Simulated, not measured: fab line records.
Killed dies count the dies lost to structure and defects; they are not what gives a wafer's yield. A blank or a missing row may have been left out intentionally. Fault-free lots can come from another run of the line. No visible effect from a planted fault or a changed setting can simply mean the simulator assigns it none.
What tool caused it? -- flow sky130 -- Sampling: 8 lots, 24 wafers, 3 of 708 route steps

== WHAT THE GAUGES SHOWED, per wafer ==
SKY_NWELL_THK_MEAS_02.
lot,measured,on,NWELL_OXIDATION_THK (nm)
L626,day 2 16:46,film_metro-03,10.00 9.98 9.95
L627,day 2 16:59,film_metro-04,10.02 9.83 9.76
L628,day 3 00:41,film_metro-03,9.76 10.00 9.82
L629,day 3 06:41,film_metro-03,9.88 9.91 9.89
L637,day 4 19:50,film_metro-02,5.93 5.96 5.95
L638,day 5 02:39,film_metro-03,5.84 5.62 5.82
L642,day 6 00:43,film_metro-02,10.12 9.95 10.00
L644,day 6 07:43,film_metro-04,10.14 10.18 10.04

== TOOL THAT RAN EACH LOT (tool first, then ch and the chambers of the sampled wafers, then the start) ==
lot,SKY_FIELD_ISO_ETCH_14,SKY_NWELL_OXIDATION_01
L626,"rie_diel-03 ch 0,2,3, day 2 09:26","furnace-01 ch 0, day 2 15:22"
L627,"rie_diel-04 ch 1,2, day 2 09:29","furnace-02 ch 0, day 2 15:35"
L628,"rie_diel-03 ch 0,1,2, day 2 15:40","furnace-01 ch 0, day 2 23:17"
L629,"rie_diel-03 ch 0,1,2, day 3 00:56","furnace-01 ch 0, day 3 05:17"
L637,"rie_diel-03 ch 2,3, day 4 13:50","furnace-02 ch 0, day 4 18:27"
L638,"rie_diel-01 ch 0,1,2, day 4 19:17","furnace-02 ch 0, day 5 01:15"
L642,"rie_diel-04 ch 0,1,2, day 5 16:25","furnace-01 ch 0, day 5 23:17"
L644,"rie_diel-01 ch 0,1, day 6 01:28","furnace-01 ch 0, day 6 06:18"
- SKY_FIELD_ISO_ETCH_14: etches BARC in N2/H2, stops on SiO2, time 45.9 s, target depth 60 nm.
- SKY_NWELL_OXIDATION_01: stabilise 600 s, purge 300 s, target thk 10 nm.

== THE ANSWER, worked out from the rows above alone ==
Rule: the usual values come from the lots themselves. Put in order of their means at a reading, lots are off if they are a third of the lots or fewer, leave a main group of 4 or more, and stand apart from it by a gap of 3 or more times the standard deviation of the main group's means; of several such gaps the widest counts. If all means in a main group match to the digits the tables above print for the reading, that group is not used. A lot without any number at a reading at which 4 lots or more have one is off too. The other lots that the step has rows for count as sound.
Off: L637, L638, seen at SKY_NWELL_THK_MEAS_02 (NWELL_OXIDATION_THK). For the main group the mean is 9.96 nm and the standard deviation 0.093.
If a tool, at a process step before that reading, ran all the lots that are off and no sound lot after the first of them, it fits. The gauges at SKY_NWELL_THK_MEAS_02 are tried like those tools. One fits: furnace-02 at SKY_NWELL_OXIDATION_01. A fault onset in the window from L627 (day 2 15:35, its last sound lot) to L637 (day 4 18:27, its first lot off) fits.

== WHAT HAD BEEN PUT IN BY THE SIMULATOR ==
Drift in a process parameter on furnace-02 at SKY_NWELL_OXIDATION_01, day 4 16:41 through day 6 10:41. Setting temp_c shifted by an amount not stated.
Lots struck among those shown: L637, L638. The same result came from the rule above.
